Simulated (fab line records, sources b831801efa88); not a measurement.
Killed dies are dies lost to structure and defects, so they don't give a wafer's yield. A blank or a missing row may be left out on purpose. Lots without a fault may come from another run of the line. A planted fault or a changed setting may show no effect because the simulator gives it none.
Which tool did it? | flow sfq_line | 14 lots, 42 wafers sampled, at 2 steps of a route of 325

WHAT THE GAUGES READ, wafer by wafer
SFQ_M0_RS_MEAS_904: measures by four-point-probe.
lot  | measured     | on            | M0_NB_RS (ohm/sq)
L270 | day 9 12:50  | film_metro-01 | 0.870 0.872 0.873
L271 | day 9 20:00  | film_metro-04 | 0.885 0.887 0.880
L272 | day 9 23:40  | film_metro-04 | 0.905 0.896 0.905
L273 | day 10 04:32 | film_metro-03 | 0.890 0.896 0.889
L274 | day 10 06:58 | film_metro-03 | 0.887 0.883 0.889
L275 | day 10 14:52 | film_metro-01 | 0.886 0.882 0.889
L277 | day 10 22:50 | film_metro-04 | 0.895 0.899 0.898
L278 | day 11 01:15 | film_metro-01 | 0.897 0.897 0.893
L280 | day 11 11:52 | film_metro-03 | 0.905 0.900 0.893
L284 | day 12 22:48 | film_metro-03 | 0.894 0.890 0.888
L285 | day 13 06:01 | film_metro-03 | 1.330 1.323 1.326
L286 | day 13 16:47 | film_metro-01 | 0.894 0.888 0.891
L287 | day 13 17:59 | film_metro-03 | 1.324 1.288 1.294
L292 | day 15 20:08 | film_metro-03 | 0.878 0.905 0.892

WHICH TOOL RAN EACH LOT (tool, then ch and the chambers of the sampled wafers, then the start)
lot  | SFQ_TRILAYER_M0_DEP_SPUTTER_019
L270 | pvd_sputter-05, day 9 12:43
L271 | pvd_sputter-05, day 9 19:55
L272 | pvd_sputter-03, day 9 23:31
L273 | pvd_sputter-03, day 10 04:26
L274 | pvd_sputter-04, day 10 06:50
L275 | pvd_sputter-04, day 10 14:46
L277 | pvd_sputter-05, day 10 22:44
L278 | pvd_sputter-04, day 11 01:08
L280 | pvd_sputter-04, day 11 11:46
L284 | pvd_sputter-03, day 12 22:41
L285 | pvd_sputter-04, day 13 05:53
L286 | pvd_sputter-03, day 13 16:41
L287 | pvd_sputter-04, day 13 17:54
L292 | pvd_sputter-03, day 15 20:01
- SFQ_TRILAYER_M0_DEP_SPUTTER_019: material Nb, target thk 200 nm, time 133.3 s.

WHAT THE TOOLS THEMSELVES READ (means of the sampled wafers that have a number; where no wafer has one, the mark that the record gives instead)
SFQ_TRILAYER_M0_DEP_SPUTTER_019.
lot  | tool           | throttle_valve_pct (%)
L270 | pvd_sputter-05 | 30.9
L271 | pvd_sputter-05 | 31.3
L272 | pvd_sputter-03 | 31.2
L273 | pvd_sputter-03 | 30.5
L274 | pvd_sputter-04 | 29.3
L275 | pvd_sputter-04 | 29.3
L277 | pvd_sputter-05 | 31.2
L278 | pvd_sputter-04 | 29.6
L280 | pvd_sputter-04 | 29.9
L284 | pvd_sputter-03 | 30.9
L285 | pvd_sputter-04 | 31.0
L286 | pvd_sputter-03 | 31.0
L287 | pvd_sputter-04 | 30.0
L292 | pvd_sputter-03 | 30.6

THE ANSWER, worked out from the rows above alone
Rule: what is usual is taken from the lots themselves. Put in order of their means at a reading, lots are off if they are a third of the lots or fewer, leave a main group of 4 or more, and stand apart from it by a gap of 3 or more times the standard deviation of the main group's means; of several such gaps the widest counts. A main group whose means are all the same, to the digits that the tables above print for the reading, isn't used. A lot without any number at a reading at which 4 lots or more have one is off too. The other lots that the step has rows for count as sound. The gauges are gone through in route order, then the tools' own readings, and for those a lot's mean is taken as printed above. The first step at which some lot is off is used, and at that step the reading that is off furthest; a lot without a number counts as furthest.
Off: L285, L287, at SFQ_M0_RS_MEAS_904 (M0_NB_RS). The main group: mean 0.891 ohm/sq, standard deviation 0.0078.
A tool fits if, at a process step before that reading, it ran every lot that is off, and no sound lot after the first of them. The gauges at SFQ_M0_RS_MEAS_904 are tried like those tools. One fits: pvd_sputter-04 at SFQ_TRILAYER_M0_DEP_SPUTTER_019. Its last sound lot is L280 (day 11 11:46), its first lot that is off L285 (day 13 05:53): a fault that began between those two fits.

WHAT THE SIMULATOR HAD PUT IN
Process parameter drift: pvd_sputter-04, from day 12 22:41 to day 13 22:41, at SFQ_TRILAYER_M0_DEP_SPUTTER_019. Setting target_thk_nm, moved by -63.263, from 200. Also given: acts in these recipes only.
Lots struck among those shown: L285, L287. The rule above found the same.
